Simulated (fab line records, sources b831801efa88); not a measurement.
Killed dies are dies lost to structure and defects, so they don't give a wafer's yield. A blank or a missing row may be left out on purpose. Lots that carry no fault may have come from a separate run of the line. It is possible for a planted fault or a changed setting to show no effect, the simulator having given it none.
Check for tools in common :: flow sky130 :: Lots sampled 12, wafers sampled 42

THE REASON FOR OPENING IT
SKY_SD_N_RS_MEAS_18, reading RES_XHIGH_RS: flagged on 2 of 12 lots. Fault-free wafers read 333.3 ohm/sq, with a standard deviation of 1.3.
Rule: a lot gets a flag if all its wafers with a number sit over 4 standard deviations from that mean, or if no wafer of it has a number. All remaining lots are regarded as sound.

lot: L247
measured: day 27 18:05
on: film-metro-01
RES_XHIGH_RS (ohm/sq), wafer by wafer: 333.2 333.8 332.3
flag: 

lot: L248
measured: day 28 07:57
on: film-metro-02
RES_XHIGH_RS (ohm/sq), wafer by wafer: 333.3 332.7 333.3
flag: 

lot: L249
measured: day 30 01:16
on: film-metro-01
RES_XHIGH_RS (ohm/sq), wafer by wafer: 331.8 330.2 330.6
flag: 

lot: L251
measured: day 30 13:11
on: film-metro-01
RES_XHIGH_RS (ohm/sq), wafer by wafer: 318.1 317.8 317.4 318.6 317.5 316.6
flag: FLAGGED

lot: L250
measured: day 30 17:23
on: film-metro-04
RES_XHIGH_RS (ohm/sq), wafer by wafer: 334.0 335.6 334.0
flag: 

lot: L253
measured: day 31 04:05
on: film-metro-01
RES_XHIGH_RS (ohm/sq), wafer by wafer: 316.4 316.6 316.9 316.2 317.0 316.7
flag: FLAGGED

lot: L263
measured: day 33 12:25
on: film-metro-02
RES_XHIGH_RS (ohm/sq), wafer by wafer: 335.9 335.7 336.1
flag: 

lot: L264
measured: day 33 19:31
on: film-metro-04
RES_XHIGH_RS (ohm/sq), wafer by wafer: 334.6 333.8 334.0
flag: 

lot: L265
measured: day 34 02:13
on: film-metro-01
RES_XHIGH_RS (ohm/sq), wafer by wafer: 331.6 331.7 332.2
flag: 

lot: L266
measured: day 34 16:22
on: film-metro-04
RES_XHIGH_RS (ohm/sq), wafer by wafer: 331.4 331.6 332.1
flag: 

lot: L267
measured: day 34 21:37
on: film-metro-01
RES_XHIGH_RS (ohm/sq), wafer by wafer: 331.4 332.3 332.5
flag: 

lot: L268
measured: day 35 03:01
on: film-metro-02
RES_XHIGH_RS (ohm/sq), wafer by wafer: 334.8 335.8 335.2
flag: 
The numbers of the flagged lots are 317.1 ohm/sq on average: -16.2 ohm/sq against the usual, or -12 standard deviations.

WHICH TOOL EACH LOT WENT THROUGH
The record holds 2 process steps before the reading, out of a route of 708 steps. Every cell lists first the tool, next ch and the chambers used by the sampled wafers, and last the start.
lot: L247
flag: 
SKY_LDD_HVP_STRIP_09: plasma-asher-02 ch 1, day 21 09:48
SKY_RES_XHIGH_IMPLANT_07: implanter-04 ch 0, day 26 11:59

lot: L248
flag: 
SKY_LDD_HVP_STRIP_09: plasma-asher-01 ch 0,1, day 21 22:36
SKY_RES_XHIGH_IMPLANT_07: implanter-03 ch 0, day 27 01:26

lot: L249
flag: 
SKY_LDD_HVP_STRIP_09: plasma-asher-03 ch 0,1, day 23 20:35
SKY_RES_XHIGH_IMPLANT_07: implanter-03 ch 0, day 28 20:17

lot: L251
flag: FLAGGED
SKY_LDD_HVP_STRIP_09: plasma-asher-01 ch 0,1, day 24 09:15
SKY_RES_XHIGH_IMPLANT_07: implanter-03 ch 0, day 29 07:58

lot: L250
flag: 
SKY_LDD_HVP_STRIP_09: plasma-asher-02 ch 0,1, day 24 13:23
SKY_RES_XHIGH_IMPLANT_07: implanter-02 ch 0, day 29 12:19

lot: L253
flag: FLAGGED
SKY_LDD_HVP_STRIP_09: plasma-asher-01 ch 0,1, day 25 01:36
SKY_RES_XHIGH_IMPLANT_07: implanter-03 ch 0, day 29 23:32

lot: L263
flag: 
SKY_LDD_HVP_STRIP_09: plasma-asher-03 ch 0,1, day 27 14:01
SKY_RES_XHIGH_IMPLANT_07: implanter-03 ch 0, day 32 08:41

lot: L264
flag: 
SKY_LDD_HVP_STRIP_09: plasma-asher-01 ch 1, day 27 21:38
SKY_RES_XHIGH_IMPLANT_07: implanter-03 ch 0, day 32 15:46

lot: L265
flag: 
SKY_LDD_HVP_STRIP_09: plasma-asher-01 ch 0,1, day 28 05:14
SKY_RES_XHIGH_IMPLANT_07: implanter-04 ch 0, day 32 22:31

lot: L266
flag: 
SKY_LDD_HVP_STRIP_09: plasma-asher-03 ch 0,1, day 28 19:33
SKY_RES_XHIGH_IMPLANT_07: implanter-04 ch 0, day 33 12:34

lot: L267
flag: 
SKY_LDD_HVP_STRIP_09: plasma-asher-02 ch 0,1, day 29 02:54
SKY_RES_XHIGH_IMPLANT_07: implanter-04 ch 0, day 33 17:47

lot: L268
flag: 
SKY_LDD_HVP_STRIP_09: plasma-asher-01 ch 0,1, day 29 05:14
SKY_RES_XHIGH_IMPLANT_07: implanter-03 ch 0, day 33 23:05
What is done by these steps:
- SKY_LDD_HVP_STRIP_09: strips in O2/N2.
- SKY_RES_XHIGH_IMPLANT_07
- SKY_SD_N_RS_MEAS_18: measures by four-point-probe.

FLAGGED AGAINST TOTAL, ONE TOOL AT A TIME (gauges that did the reading follow at the end)
step: SKY_LDD_HVP_STRIP_09
tool: plasma-asher-01
lots run: 6
flagged: 2
share of the flagged lots: all
sound lots run after its first flagged lot: 3 (L264,L265,L268)

step: SKY_LDD_HVP_STRIP_09
tool: plasma-asher-02
lots run: 3
flagged: 0
share of the flagged lots: none
sound lots run after its first flagged lot: -

step: SKY_LDD_HVP_STRIP_09
tool: plasma-asher-03
lots run: 3
flagged: 0
share of the flagged lots: none
sound lots run after its first flagged lot: -

step: SKY_RES_XHIGH_IMPLANT_07
tool: implanter-02
lots run: 1
flagged: 0
share of the flagged lots: none
sound lots run after its first flagged lot: -

step: SKY_RES_XHIGH_IMPLANT_07
tool: implanter-03
lots run: 7
flagged: 2
share of the flagged lots: all
sound lots run after its first flagged lot: 3 (L263,L264,L268)

step: SKY_RES_XHIGH_IMPLANT_07
tool: implanter-04
lots run: 4
flagged: 0
share of the flagged lots: none
sound lots run after its first flagged lot: -

step: SKY_SD_N_RS_MEAS_18
tool: film-metro-01
lots run: 6
flagged: 2
share of the flagged lots: all
sound lots run after its first flagged lot: 2 (L265,L267)

step: SKY_SD_N_RS_MEAS_18
tool: film-metro-02
lots run: 3
flagged: 0
share of the flagged lots: none
sound lots run after its first flagged lot: -

step: SKY_SD_N_RS_MEAS_18
tool: film-metro-04
lots run: 3
flagged: 0
share of the flagged lots: none
sound lots run after its first flagged lot: -

THE TABLE: WHAT IT ALLOWS
In the table, 3 rows ran each flagged lot (plasma-asher-01 at SKY_LDD_HVP_STRIP_09; implanter-03 at SKY_RES_XHIGH_IMPLANT_07; film-metro-01 at SKY_SD_N_RS_MEAS_18).
- plasma-asher-01 at SKY_LDD_HVP_STRIP_09: 2 of its 6 lots flagged. Sound lots ran on it after the first flagged one (L264, L265, L268), which a lasting fault on the whole tool wouldn't allow.
- implanter-03 at SKY_RES_XHIGH_IMPLANT_07: 2 of its 7 lots flagged. Sound lots ran on it after the first flagged one (L263, L264, L268), which a lasting fault on the whole tool wouldn't allow. Its own readings lie more than 4 standard deviations out on every wafer of the flagged lots: dose-ions-cm2.
- film-metro-01 at SKY_SD_N_RS_MEAS_18: 2 of its 6 lots flagged. Sound lots ran on it after the first flagged one (L265, L267), which a lasting fault on the whole tool wouldn't allow.
No row of the table ran every flagged lot and no sound lot after the first.

WHAT WAS PUT IN BY THE SIMULATOR
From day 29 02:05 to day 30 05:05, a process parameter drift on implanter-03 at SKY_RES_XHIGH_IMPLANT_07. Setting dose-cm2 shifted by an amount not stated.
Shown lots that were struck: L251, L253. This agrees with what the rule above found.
